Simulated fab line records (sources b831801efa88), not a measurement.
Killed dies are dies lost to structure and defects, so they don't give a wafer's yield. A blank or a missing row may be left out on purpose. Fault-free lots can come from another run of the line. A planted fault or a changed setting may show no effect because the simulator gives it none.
Shared-tool check || flow gf180mcu || Sample size 12 lots and 36 wafers

## WHY THIS WAS OPENED
GF_HV_LDD_THK_MEAS_57, reading HV_LDD_CVD_56_THK: flagged on 2 of 12 lots. No-fault wafers: 90.4 nm, standard deviation 0.76.
Rule: a lot is flagged in two cases, either no wafer of it has a number, or all its wafers with numbers fall more than 4 standard deviations from that mean. As for the other lots, they are considered sound.

{"lot": "L681", "measured": "day 12 12:19", "on": "filmMetro-01", "HV_LDD_CVD_56_THK (nm), wafer by wafer": "91.2 92.3 91.3", "flag": ""}
{"lot": "L683", "measured": "day 13 01:00", "on": "filmMetro-01", "HV_LDD_CVD_56_THK (nm), wafer by wafer": "89.2 89.9 88.8", "flag": ""}
{"lot": "L684", "measured": "day 13 09:06", "on": "filmMetro-03", "HV_LDD_CVD_56_THK (nm), wafer by wafer": "92.2 91.8 90.8", "flag": ""}
{"lot": "L687", "measured": "day 14 09:34", "on": "filmMetro-04", "HV_LDD_CVD_56_THK (nm), wafer by wafer": "89.9 90.4 90.5", "flag": ""}
{"lot": "L688", "measured": "day 14 21:43", "on": "filmMetro-03", "HV_LDD_CVD_56_THK (nm), wafer by wafer": "90.5 90.7 90.1", "flag": ""}
{"lot": "L692", "measured": "day 16 14:17", "on": "filmMetro-01", "HV_LDD_CVD_56_THK (nm), wafer by wafer": "89.5 88.9 89.8", "flag": ""}
{"lot": "L693", "measured": "day 16 18:53", "on": "filmMetro-04", "HV_LDD_CVD_56_THK (nm), wafer by wafer": "81.7 82.6 82.3", "flag": "FLAGGED"}
{"lot": "L695", "measured": "day 17 05:22", "on": "filmMetro-04", "HV_LDD_CVD_56_THK (nm), wafer by wafer": "81.7 81.1 82.0", "flag": "FLAGGED"}
{"lot": "L697", "measured": "day 17 21:23", "on": "filmMetro-04", "HV_LDD_CVD_56_THK (nm), wafer by wafer": "91.6 90.8 89.5", "flag": ""}
{"lot": "L700", "measured": "day 18 21:16", "on": "filmMetro-03", "HV_LDD_CVD_56_THK (nm), wafer by wafer": "91.3 90.4 90.6", "flag": ""}
{"lot": "L702", "measured": "day 19 23:19", "on": "filmMetro-03", "HV_LDD_CVD_56_THK (nm), wafer by wafer": "90.7 91.0 90.2", "flag": ""}
{"lot": "L704", "measured": "day 20 11:04", "on": "filmMetro-04", "HV_LDD_CVD_56_THK (nm), wafer by wafer": "90.9 91.6 90.8", "flag": ""}
The mean of the flagged lots' numbers is 81.9 nm, -8.5 nm from the usual (-11 standard deviations).

## WHICH TOOL EACH LOT WENT THROUGH
The record keeps 1 process step preceding the reading, out of 602 steps on the route. Each cell gives the tool, then ch followed by the chambers the sampled wafers passed through, then the start.
{"lot": "L681", "flag": "", "GF_HV_LDD_CVD_56": "lpcvd-02 ch 0, day 12 10:53"}
{"lot": "L683", "flag": "", "GF_HV_LDD_CVD_56": "lpcvd-02 ch 0, day 12 23:34"}
{"lot": "L684", "flag": "", "GF_HV_LDD_CVD_56": "lpcvd-02 ch 0, day 13 07:40"}
{"lot": "L687", "flag": "", "GF_HV_LDD_CVD_56": "lpcvd-01 ch 1, day 14 07:25"}
{"lot": "L688", "flag": "", "GF_HV_LDD_CVD_56": "lpcvd-01 ch 1, day 14 20:17"}
{"lot": "L692", "flag": "", "GF_HV_LDD_CVD_56": "lpcvd-01 ch 0, day 16 12:50"}
{"lot": "L693", "flag": "FLAGGED", "GF_HV_LDD_CVD_56": "lpcvd-01 ch 0, day 16 17:26"}
{"lot": "L695", "flag": "FLAGGED", "GF_HV_LDD_CVD_56": "lpcvd-01 ch 0, day 17 03:56"}
{"lot": "L697", "flag": "", "GF_HV_LDD_CVD_56": "lpcvd-02 ch 1, day 17 19:56"}
{"lot": "L700", "flag": "", "GF_HV_LDD_CVD_56": "lpcvd-02 ch 0, day 18 19:49"}
{"lot": "L702", "flag": "", "GF_HV_LDD_CVD_56": "lpcvd-01 ch 0, day 19 21:52"}
{"lot": "L704", "flag": "", "GF_HV_LDD_CVD_56": "lpcvd-02 ch 1, day 20 09:37"}
What these steps do:
- GF_HV_LDD_CVD_56: deposits Si3N4 from DCS/NH3, target thk 90 nm, time 1543 s.
- GF_HV_LDD_THK_MEAS_57

## FLAGGED AGAINST TOTAL, ONE TOOL AT A TIME (gauges that did the reading follow at the end)
{"step": "GF_HV_LDD_CVD_56", "tool": "lpcvd-01", "lots run": 6, "flagged": 2, "share of the flagged lots": "all", "sound lots run after its first flagged lot": "1 (L702)"}
{"step": "GF_HV_LDD_CVD_56", "tool": "lpcvd-02", "lots run": 6, "flagged": 0, "share of the flagged lots": "none", "sound lots run after its first flagged lot": "-"}
{"step": "GF_HV_LDD_THK_MEAS_57", "tool": "filmMetro-01", "lots run": 3, "flagged": 0, "share of the flagged lots": "none", "sound lots run after its first flagged lot": "-"}
{"step": "GF_HV_LDD_THK_MEAS_57", "tool": "filmMetro-03", "lots run": 4, "flagged": 0, "share of the flagged lots": "none", "sound lots run after its first flagged lot": "-"}
{"step": "GF_HV_LDD_THK_MEAS_57", "tool": "filmMetro-04", "lots run": 5, "flagged": 2, "share of the flagged lots": "all", "sound lots run after its first flagged lot": "2 (L697,L704)"}

## WHAT THE TABLE ALLOWS
In 2 table rows, all flagged lots were run: lpcvd-01 (GF_HV_LDD_CVD_56), filmMetro-04 (GF_HV_LDD_THK_MEAS_57).
- lpcvd-01 at GF_HV_LDD_CVD_56 ran 6 lots, 2 of them flagged. Sound lots followed the first flagged one (L702) on it, something a lasting fault affecting the whole tool could not allow. On the flagged lots its readings are blank where sound lots have values: susceptorTempC.
- filmMetro-04 at GF_HV_LDD_THK_MEAS_57 ran 5 lots, 2 of them flagged. Sound lots followed the first flagged one (L697, L704) on it, something a lasting fault affecting the whole tool could not allow.
None of the table's rows ran every flagged lot and, after the first, no sound lot.

## WHAT THE SIMULATOR PUT IN
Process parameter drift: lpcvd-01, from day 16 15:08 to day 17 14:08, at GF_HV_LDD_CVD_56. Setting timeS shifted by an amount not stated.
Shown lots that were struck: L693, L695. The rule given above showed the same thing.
